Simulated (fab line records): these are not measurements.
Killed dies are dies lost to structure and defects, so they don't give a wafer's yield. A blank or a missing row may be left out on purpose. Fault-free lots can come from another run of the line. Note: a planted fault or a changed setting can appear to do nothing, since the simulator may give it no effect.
Matching of chambers | flow gf180mcu | pecvd-04 running GF_V2_CVD_02: 3 sister chambers
The step deposits SiO2 from TEOS, target thk 850 nm, time 94.851 s. 6 wafers are shown with their chamber, then 12 later ones without.

WAFERS, EACH WITH ITS CHAMBER
wafer  | chamber | heater-power-w (W) | susceptor-temp-C (C)
L085.4 | 1       | 693                | 399.82
L087.4 | 2       | 641                | 400.13
L087.6 | 2       | 514                | 400.03
L089.2 | 1       | 599                | 399.84
L089.3 | 0       | 553                | 399.67
L089.5 | 0       | 569                | 400.18

WAFERS WITHOUT THEIR CHAMBER
wafer  | heater-power-w (W) | susceptor-temp-C (C)
L092.1 | 582                | 399.67
L092.2 | 584                | 400.43
L092.4 | 614                | 400.48
L093.1 | 673                | 399.80
L093.3 | 588                | 399.92
L093.4 | 559                | 400.09
L095.1 | 671                | 400.46
L095.2 | 564                | 400.36
L095.3 | 652                | 399.97
L097.1 | 477                | 399.62
L097.2 | 635                | 400.05
L097.4 | 663                | 399.67

EACH ONE'S CHAMBER
wafer  | from the rows above          | in truth
L092.1 | can't be placed: 1 or 0 or 2 | 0
L092.2 | can't be placed: 2 or 0 or 1 | 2
L092.4 | can't be placed: 2 or 0 or 1 | 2
L093.1 | can't be placed: 1 or 0 or 2 | 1
L093.3 | can't be placed: 0 or 2 or 1 | 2
L093.4 | can't be placed: 2 or 0 or 1 | 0
L095.1 | can't be placed: 2 or 1 or 0 | 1
L095.2 | can't be placed: 2 or 0 or 1 | 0
L095.3 | can't be placed: 1 or 2 or 0 | 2
L097.1 | can't be placed: 0 or 2 or 1 | 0
L097.2 | can't be placed: 2 or 1 or 0 | 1
L097.4 | can't be placed: 1 or 0 or 2 | 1
Placed correctly: 0 of 12. Cannot be placed on the basis of these rows: 12; the candidates contain the true chamber in 12. Wrongly placed: 0.
How it was worked out, from the rows above alone: a wafer's distance from a chamber is the root of the sum, over the readings, of the square of ((its reading less the chamber's mean) divided by the reading's scatter). If the next closest chamber is less than 2 further off than the closest, the wafer can't be placed; otherwise it belongs to the closest. A chamber's mean is the mean of its shown wafers. The scatter: the root of (the sum of the squares of (reading less its chamber's mean) over the shown wafers, divided by (wafers less chambers)).
